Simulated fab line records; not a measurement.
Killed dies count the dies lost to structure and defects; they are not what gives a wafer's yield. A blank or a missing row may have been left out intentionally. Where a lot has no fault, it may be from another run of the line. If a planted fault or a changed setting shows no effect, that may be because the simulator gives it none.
Which tool was responsible? / flow sky130 / Sampling: 12 lots, 36 wafers, 6 of 708 route steps

== WHAT EACH GAUGE READ, for each wafer ==
SKY_SONOS_ONO_THK_MEAS_01.
lot=L075; measured=day 12 00:14; on=film_metro-03; SONOS_ONO_OXIDATION_THK (nm)=2.60 2.55 2.54
lot=L077; measured=day 12 13:25; on=film_metro-03; SONOS_ONO_OXIDATION_THK (nm)=2.67 2.70 2.63
lot=L079; measured=day 13 03:22; on=film_metro-03; SONOS_ONO_OXIDATION_THK (nm)=2.55 2.59 2.56
lot=L081; measured=day 13 15:00; on=film_metro-04; SONOS_ONO_OXIDATION_THK (nm)=2.54 2.50 2.53
lot=L083; measured=day 14 17:40; on=film_metro-01; SONOS_ONO_OXIDATION_THK (nm)=2.62 2.57 2.66
lot=L085; measured=day 14 23:26; on=film_metro-01; SONOS_ONO_OXIDATION_THK (nm)=2.62 2.53 2.64
lot=L087; measured=day 15 12:58; on=film_metro-01; SONOS_ONO_OXIDATION_THK (nm)=2.61 2.69 2.66
lot=L089; measured=day 16 04:58; on=film_metro-01; SONOS_ONO_OXIDATION_THK (nm)=2.62 2.63 2.66
lot=L091; measured=day 16 23:39; on=film_metro-03; SONOS_ONO_OXIDATION_THK (nm)=2.64 2.62 2.60
lot=L093; measured=day 17 17:03; on=film_metro-04; SONOS_ONO_OXIDATION_THK (nm)=2.61 2.56 2.55
lot=L095; measured=day 18 04:02; on=film_metro-01; SONOS_ONO_OXIDATION_THK (nm)=2.69 2.64 2.72
lot=L097; measured=day 18 23:31; on=film_metro-01; SONOS_ONO_OXIDATION_THK (nm)=2.63 2.66 2.62

== WHAT TOOL EACH LOT RAN ON (gives the tool, then ch and the chambers of the sampled wafers, and finally the start) ==
lot=L075; SKY_FIELD_ISO_STRIP_16=plasma_asher-02 ch 0, day 2 11:02; SKY_FIELD_ISO_CMP_27=cmp-01 ch 0,2,3, day 2 16:08; SKY_DNWELL_STRIP_08=plasma_asher-02 ch 0,1, day 3 11:36; SKY_VT_ADJUST_LVTN_STRIP_09=plasma_asher-04 ch 0,1, day 7 07:23; SKY_VT_ADJUST_PCH_STRIP_09=plasma_asher-03 ch 0, day 10 20:26
lot=L077; SKY_FIELD_ISO_STRIP_16=plasma_asher-02 ch 0, day 2 22:28; SKY_FIELD_ISO_CMP_27=cmp-01 ch 0,3, day 3 02:11; SKY_DNWELL_STRIP_08=plasma_asher-04 ch 0,1, day 3 21:27; SKY_VT_ADJUST_LVTN_STRIP_09=plasma_asher-04 ch 0,1, day 7 18:22; SKY_VT_ADJUST_PCH_STRIP_09=plasma_asher-02 ch 1, day 11 08:29
lot=L079; SKY_FIELD_ISO_STRIP_16=plasma_asher-03 ch 0,1, day 3 07:54; SKY_FIELD_ISO_CMP_27=cmp-01 ch 0,1,3, day 3 11:36; SKY_DNWELL_STRIP_08=plasma_asher-02 ch 0,1, day 4 07:39; SKY_VT_ADJUST_LVTN_STRIP_09=plasma_asher-04 ch 0,1, day 8 07:19; SKY_VT_ADJUST_PCH_STRIP_09=plasma_asher-04 ch 0,1, day 12 00:49
lot=L081; SKY_FIELD_ISO_STRIP_16=plasma_asher-02 ch 0,1, day 3 18:34; SKY_FIELD_ISO_CMP_27=cmp-02 ch 2,3, day 3 22:19; SKY_DNWELL_STRIP_08=plasma_asher-04 ch 0,1, day 4 17:39; SKY_VT_ADJUST_LVTN_STRIP_09=plasma_asher-04 ch 0,1, day 8 19:49; SKY_VT_ADJUST_PCH_STRIP_09=plasma_asher-04 ch 0,1, day 12 14:14
lot=L083; SKY_FIELD_ISO_STRIP_16=plasma_asher-03 ch 0,1, day 4 03:25; SKY_FIELD_ISO_CMP_27=cmp-02 ch 0,2,3, day 4 08:29; SKY_DNWELL_STRIP_08=plasma_asher-04 ch 0,1, day 5 05:18; SKY_VT_ADJUST_LVTN_STRIP_09=plasma_asher-01 ch 0,1, day 9 18:10; SKY_VT_ADJUST_PCH_STRIP_09=plasma_asher-04 ch 0,1, day 13 13:59
lot=L085; SKY_FIELD_ISO_STRIP_16=plasma_asher-04 ch 0,1, day 4 14:01; SKY_FIELD_ISO_CMP_27=cmp-01 ch 0,1,2, day 4 19:06; SKY_DNWELL_STRIP_08=plasma_asher-04 ch 0,1, day 5 15:56; SKY_VT_ADJUST_LVTN_STRIP_09=plasma_asher-04 ch 0,1, day 9 20:58; SKY_VT_ADJUST_PCH_STRIP_09=plasma_asher-04 ch 0,1, day 13 15:52
lot=L087; SKY_FIELD_ISO_STRIP_16=plasma_asher-04 ch 0,1, day 5 00:07; SKY_FIELD_ISO_CMP_27=cmp-01 ch 0,2,3, day 5 04:15; SKY_DNWELL_STRIP_08=plasma_asher-02 ch 0,1, day 6 01:33; SKY_VT_ADJUST_LVTN_STRIP_09=plasma_asher-01 ch 0,1, day 10 10:16; SKY_VT_ADJUST_PCH_STRIP_09=plasma_asher-04 ch 0, day 14 09:20
lot=L089; SKY_FIELD_ISO_STRIP_16=plasma_asher-03 ch 0,1, day 5 11:46; SKY_FIELD_ISO_CMP_27=cmp-02 ch 2,3, day 5 15:31; SKY_DNWELL_STRIP_08=plasma_asher-02 ch 0,1, day 6 11:42; SKY_VT_ADJUST_LVTN_STRIP_09=plasma_asher-04 ch 0,1, day 10 22:01; SKY_VT_ADJUST_PCH_STRIP_09=plasma_asher-04 ch 0,1, day 14 23:40
lot=L091; SKY_FIELD_ISO_STRIP_16=plasma_asher-04 ch 0,1, day 5 21:20; SKY_FIELD_ISO_CMP_27=cmp-02 ch 2,3, day 6 00:50; SKY_DNWELL_STRIP_08=plasma_asher-02 ch 0,1, day 7 01:23; SKY_VT_ADJUST_LVTN_STRIP_09=plasma_asher-04 ch 0,1, day 11 13:40; SKY_VT_ADJUST_PCH_STRIP_09=plasma_asher-02 ch 0,1, day 15 17:44
lot=L093; SKY_FIELD_ISO_STRIP_16=plasma_asher-03 ch 0,1, day 6 08:52; SKY_FIELD_ISO_CMP_27=cmp-01 ch 1,2, day 6 14:17; SKY_DNWELL_STRIP_08=plasma_asher-01 ch 0,1, day 7 12:42; SKY_VT_ADJUST_LVTN_STRIP_09=plasma_asher-01 ch 0,1, day 12 03:55; SKY_VT_ADJUST_PCH_STRIP_09=plasma_asher-04 ch 0,1, day 16 09:04
lot=L095; SKY_FIELD_ISO_STRIP_16=plasma_asher-03 ch 0,1, day 6 18:47; SKY_FIELD_ISO_CMP_27=cmp-01 ch 0,1, day 6 22:07; SKY_DNWELL_STRIP_08=plasma_asher-01 ch 0,1, day 7 20:06; SKY_VT_ADJUST_LVTN_STRIP_09=plasma_asher-04 ch 0,1, day 12 12:05; SKY_VT_ADJUST_PCH_STRIP_09=plasma_asher-03 ch 0,1, day 16 20:44
lot=L097; SKY_FIELD_ISO_STRIP_16=plasma_asher-03 ch 0,1, day 7 05:55; SKY_FIELD_ISO_CMP_27=cmp-02 ch 1,2, day 7 12:08; SKY_DNWELL_STRIP_08=plasma_asher-01 ch 0,1, day 8 11:33; SKY_VT_ADJUST_LVTN_STRIP_09=plasma_asher-02 ch 0,1, day 13 04:35; SKY_VT_ADJUST_PCH_STRIP_09=plasma_asher-02 ch 0,1, day 17 15:44
- SKY_FIELD_ISO_STRIP_16: strips in O2/N2.
- SKY_FIELD_ISO_CMP_27: polishes, stops on Si3N4, t overpolish 16 s, target thk 457.8 nm.
- SKY_DNWELL_STRIP_08: strips in O2/N2.
- SKY_VT_ADJUST_LVTN_STRIP_09: strips in O2/N2.
- SKY_VT_ADJUST_PCH_STRIP_09: strips in O2/N2.

== THE ANSWER, worked out from the rows above alone ==
Rule: the lots themselves supply what counts as usual. The widest of any qualifying gaps counts: lots, ordered by their means at a reading, are off when they make up no more than a third of the lots, leave a main group of 4 or more, and stand apart from it by 3 or more times the standard deviation of that group's means. Not used: any main group whose means are identical at the precision the tables above print for the reading. A lot without any number at a reading at which 4 lots or more have one is off too. Where the step has rows for the other lots, those lots are counted as sound.
None of the lots is off at any reading shown; this tells nothing.

== WHAT WAS PUT IN BY THE SIMULATOR ==
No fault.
